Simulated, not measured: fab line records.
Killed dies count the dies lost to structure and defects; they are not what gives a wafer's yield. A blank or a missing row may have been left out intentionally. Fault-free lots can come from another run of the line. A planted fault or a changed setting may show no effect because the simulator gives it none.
A lot that was struck, set against a sound lot || flow sfq_line || 17 steps out of a route of 325
Sound: these wafers, L133.1, L133.2, L133.5. Struck: wafers L129.4, L129.6. (L129.3 of the same lot was not struck and is left out.) The cause comes at the end.
At each step with rows: each side's tool, then ch and its chambers, then its first start. Under that, the readings that differ: sound wafers || struck wafers || difference of the means || sigmas: that difference in standard deviations of wafers without a fault.
alike: words and numbers the same on both sides, and readings whose means are apart by under 2 such deviations; not compared: readings that were withheld, readings missing a value for some wafer, numbers with overlapping values and no deviation given by the record, and bounds like >300 which may hide the same value.
Wherever a step has rows on one side only, a row that says differs or no value, or a row with sigmas, the two part there. Numbers that don't overlap but have no deviation are shown without sigmas and don't part them. A reading missing from all wafers of one side parts the sides only when that side holds two or more wafers.

SFQ_TRILAYER_I0_VIA_BARC_OPEN_VIA_ETCH_046: etches BARC in O2, target depth 125 nm, time 41.7 s.
  sound on rie_diel-01 ch 1,2, day 24 08:47; struck on rie_diel-01 ch 0,2, day 16 11:50
  alike: drypump_motor_current_A, oes_product_au
  not compared: rf_hours_counter_h
SFQ_TRILAYER_I0_VIA_ETCH_VIA_ETCH_034: etches SiO2 in CHF3, stops on Nb, target depth 260 nm.
  sound on rie_diel-01 ch 1,2, day 24 08:50; struck on rie_diel-01 ch 0,2, day 16 11:52
  alike: drypump_motor_current_A, oes_product_au
SFQ_TRILAYER_I0_VIA_STRIP_STRIP_035: strips in O2.
  sound on rie_metal-01 ch 0,1, day 24 08:56; struck on rie_metal-03 ch 1, day 16 12:11
  alike: drypump_motor_current_A, oes_product_au
  not compared: rf_hours_counter_h
then, 2 steps without rows for these wafers: SFQ_TRILAYER_I0_VIA_STRIP_SOLV_CLEAN_036 (cleans in NMP, time 600 s); SFQ_TRILAYER_M1_DEP_PRE_CLEAN_038 (time 22.5 s).
SFQ_TRILAYER_M1_DEP_SPUTTER_037: material Nb, target thk 200 nm, time 133.3 s.
  sound: pvd_sputter-06 at day 24 09:44; struck: pvd_sputter-03 at day 16 12:47
  alike: throttle_valve_pct
SFQ_M1_RS_MEAS_909: uses a four-point probe to measure.
  sound: film_metro-02 at day 24 09:50; struck: film_metro-02 at day 16 12:55
  alike: M1_NB_RS
then, 4 steps without rows for these wafers: SFQ_TRILAYER_M1_LITHO_COAT_044 (resist thk 62 nm); SFQ_TRILAYER_M1_LITHO_COAT_039 (resist thk 600 nm); SFQ_TRILAYER_M1_LITHO_SOFTBAKE_043; SFQ_TRILAYER_M1_LITHO_EXPOSE_040 (exposes mask M1, target cd 500 nm).
-- the record jumps here: 6 days lie between the struck wafers' starts before and after --
SFQ_TRILAYER_M1_LITHO_PEB_042: peb time 60 s.
  sound on litho_track-02 ch 0, day 24 11:58; struck on litho_track-03 ch 0, day 22 18:58
  alike: chill_plate_temp_C
then, 1 step without rows for these wafers: SFQ_TRILAYER_M1_LITHO_DEVELOP_041 (time 60 s).
SFQ_M1_OVL_MEAS_911:
  sound: overlay-02 at day 24 12:16; struck: overlay-01 at day 22 19:14
{"reading": "M1_OVL (nm)", "sound": "3 5 8", "struck": "-7 -9", "difference": -13, "sigmas": -2}
SFQ_TRILAYER_M1_BARC_OPEN_METAL_ETCH_054: etches BARC in O2, target depth 125 nm, time 41.7 s.
  sound on rie_metal-01 ch 0,1, day 24 12:18; struck on rie_metal-01 ch 0,1, day 22 19:17
{"reading": "oes_product_au (a.u.)", "sound": "0.690 0.685 0.685", "struck": "0.679 0.675", "difference": -0.010, "sigmas": -2}
{"reading": "model.M1.cd_nm (nm)", "sound": "503.2 501.8 501.3", "struck": "496.3 495", "difference": -6.5, "sigmas": ""}
  alike: drypump_motor_current_A
  not compared: rf_hours_counter_h
SFQ_TRILAYER_M1_ETCH_METAL_ETCH_042: etches Nb in Cl2/Ar, stops on SiO2, target depth 240 nm, time 120 s.
  sound on rie_metal-01 ch 0,1, day 24 12:22; struck on rie_metal-01 ch 0,1, day 22 19:22
{"reading": "model.M1.cd_nm (nm)", "sound": "501.5 502.9 499.2", "struck": "495.3 494.5", "difference": -6.3, "sigmas": ""}
  alike: drypump_motor_current_A, oes_product_au
  not compared: rf_hours_counter_h
SFQ_TRILAYER_M1_STRIP_STRIP_043: strips in O2.
  sound on rie_metal-01 ch 0,1, day 24 12:29; struck on rie_metal-01 ch 0,1, day 22 19:39
  alike: drypump_motor_current_A, oes_product_au
  not compared: rf_hours_counter_h

== WHERE THEY PART ==
First at SFQ_M1_OVL_MEAS_911; last, within this record, at SFQ_TRILAYER_M1_BARC_OPEN_METAL_ETCH_054. Later steps at which nothing parts them and some readings are alike: SFQ_TRILAYER_M1_ETCH_METAL_ETCH_042, SFQ_TRILAYER_M1_STRIP_STRIP_043.

WHY: the cause the simulator had injected
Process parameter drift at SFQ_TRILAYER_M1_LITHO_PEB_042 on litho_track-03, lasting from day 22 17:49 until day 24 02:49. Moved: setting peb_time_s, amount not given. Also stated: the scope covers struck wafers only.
